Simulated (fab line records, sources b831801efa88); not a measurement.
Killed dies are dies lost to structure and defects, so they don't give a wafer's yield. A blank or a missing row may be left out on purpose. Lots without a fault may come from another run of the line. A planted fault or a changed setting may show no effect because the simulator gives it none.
A struck lot beside a sound one | flow sky130 | 16 steps out of a route of 708
Sound: wafers L969.1, L969.4, L969.6. Struck: wafer L979.2. (L979.1 of the same lot was not struck and is left out.) The cause comes at the end.
At each step with rows: each side's tool, then ch and its chambers, then its first start. Under that, the readings that differ: sound wafers | struck wafers | difference of the means | sigmas: that difference in standard deviations of wafers without a fault.
alike: readings whose means differ by less than 2 such deviations, and words and numbers that are the same on both sides. not compared: withheld readings, readings that some wafer has no value for, bounds like >300 that may hide the same value, and numbers for which the record gives no deviation and whose values overlap.
The two part at a step that has a row with sigmas, a row that says differs or no value, or rows on one side only. Numbers that don't overlap but have no deviation are shown without sigmas and don't part them. A reading that every wafer of one side lacks parts them only if that side has two wafers or more.

SKY_METAL5_SPUTTER_03: material Ti, target thk 5 nm, time 3.3 s.
  sound on pvd_sputter-04, day 44 20:06; struck on pvd_sputter-03, day 48 04:27
  alike: throttle_valve_pct
SKY_METAL5_SPUTTER_04: material TiN, target thk 70 nm, time 58.3 s.
  sound on pvd_sputter-04, day 44 20:07; struck on pvd_sputter-03, day 48 04:28
  alike: throttle_valve_pct
SKY_METAL5_RS_MEAS_05: measures by four-point-probe.
  sound on film_metro-01, day 44 20:10; struck on film_metro-04, day 48 04:31
  alike: METAL5_ALCU_RS
SKY_METAL5_THK_MEAS_06: measures by xrf.
  sound on film_metro-01, day 44 20:17; struck on film_metro-04, day 48 04:38
  alike: METAL5_ALCU_THK
then, 7 steps without rows for these wafers: SKY_METAL5_DEHYDRATE_07 (time 60 s); SKY_METAL5_HMDS_08 (prime time 60 s); SKY_METAL5_COAT_09 (resist thk 1800 nm); SKY_METAL5_SOFTBAKE_10 (time 60 s); SKY_METAL5_EXPOSE_11 (exposes mask MM5, target cd 1600 nm); SKY_METAL5_PEB_12; SKY_METAL5_DEVELOP_13 (develop time 60 s).
SKY_METAL5_DESCUM_14: chemistry O2, time 11 s.
  sound on rie_metal-03 ch 0,1, day 45 17:50; struck on rie_metal-02 ch 1, day 48 22:27
  alike: drypump_motor_current_A, oes_product_au, rf_fwd_power_W
  not compared: rf_hours_counter_h
SKY_METAL5_METAL_ETCH_15: etches the open film in Cl2/BCl3, stops on SiO2, target depth 1260 nm, time 252 s.
  sound on rie_metal-03 ch 0,1, day 45 17:53; struck on rie_metal-02 ch 1, day 48 22:29
  reading                                     | sound             | struck  | difference | sigmas
  oes_product_au (a.u.)                       | 0.891 0.895 0.898 | 0.852   | -0.043     | -9
  over_etch_frac                              | 0.2 0.2 0.2       | 0.30206 | +0.10206   |
  rf_fwd_power_W (W)                          | 894.4 897.3 893.5 | 901.7   | +6.6       | +2
  model.NOVOLAK_of_METAL5_COAT_09.thk_nm (nm) | 1039 1012 1045    | 902.7   | -129.3     |
  alike: drypump_motor_current_A, throttle_valve_pct
  not compared: rf_hours_counter_h
SKY_METAL5_STRIP_16: strips in O2/N2.
  sound on plasma_asher-02 ch 0,1, day 45 18:07; struck on plasma_asher-03 ch 1, day 48 22:43
  reading                      | sound             | struck | difference | sigmas
  drypump_motor_current_A (A)  | 5.55 5.47 5.49    | 5.96   | +0.46      | +3
  strip_time_to_endpoint_s (s) | 13.14 12.79 13.19 | 11.59  | -1.45      | -5
  alike: oes_product_au
  not compared: rf_hours_counter_h
then, 2 steps without rows for these wafers: SKY_METAL5_STRIP_17 (strips in post etch residue remover, time 1200 s); SKY_PAD_OPEN_PROBE_99.

WHERE THEY PART
First at SKY_METAL5_METAL_ETCH_15; last, within this record, at SKY_METAL5_STRIP_16.

WHY: what the simulator had put in
Process parameter drift: rie_metal-02, from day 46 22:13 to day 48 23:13, at SKY_METAL5_METAL_ETCH_15. Setting over_etch_frac, moved by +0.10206, from 0.2. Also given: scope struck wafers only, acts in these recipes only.
